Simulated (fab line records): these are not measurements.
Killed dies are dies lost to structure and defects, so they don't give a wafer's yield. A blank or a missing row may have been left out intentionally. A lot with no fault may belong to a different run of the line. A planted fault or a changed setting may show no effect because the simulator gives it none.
The same fault as seen by 2 desks -- flow sky130 -- every desk sees just its own numbers, and what lay behind them comes last

## FOR THE TOOL OWNER'S DESK: rie-diel-01
The tool's own readings at SKY_CONTACT_ETCH_17 (etches SiO2 in C4F8/O2/Ar, stops on Si3N4, target depth 340 nm): means of the sampled wafers that have a number, for each lot that ran on this tool. Any lot whose mean is over 4 standard deviations away from the usual mean is out of limits and marked OUT; that distance is given in the brackets.
Columns: A = oes-product-au at SKY_CONTACT_ETCH_17, usual 0.891 a.u.
lot,first seen here,A
L671,day 32 22:20,0.893
L675,day 34 01:50,0.889
L678,day 35 06:17,0.893
L688,day 38 20:23,0.893
This desk found nothing out of limits on any of the 4 lots.

## AT THE METROLOGY DESK
What the gauges read, lot by lot, whatever tool the lot ran on: means of the sampled wafers that have a number. Any lot whose mean is over 4 standard deviations away from the usual mean is out of limits and marked OUT; that distance is given in the brackets.
Columns: A = VIA4_W_RS at SKY_VIA4_RS_MEAS_19, usual 0.2257 ohm/sq
lot,first seen here,A
L667,day 42 06:25,0.2225
L668,day 42 19:59,0.2280
L669,day 43 05:59,0.2254
L671,day 44 01:15,0.2249
L675,day 44 23:25,0.2215
L678,day 46 01:06,0.2289
L679,day 46 08:55,0.2248
L681,day 47 07:09,0.2230
L682,day 47 08:46,0.2251
L683,day 47 08:59,0.2254
L688,day 48 14:40,0.2282
L689,day 48 15:34,0.2281
L690,day 48 20:44,0.2288
This desk found nothing out of limits on any of the 13 lots.

## BROUGHT TOGETHER
The tool owner's desk saw nothing out of limits.
At the metrology desk, nothing out of limits was observed.

## WHAT HAD BEEN PUT IN BY THE SIMULATOR
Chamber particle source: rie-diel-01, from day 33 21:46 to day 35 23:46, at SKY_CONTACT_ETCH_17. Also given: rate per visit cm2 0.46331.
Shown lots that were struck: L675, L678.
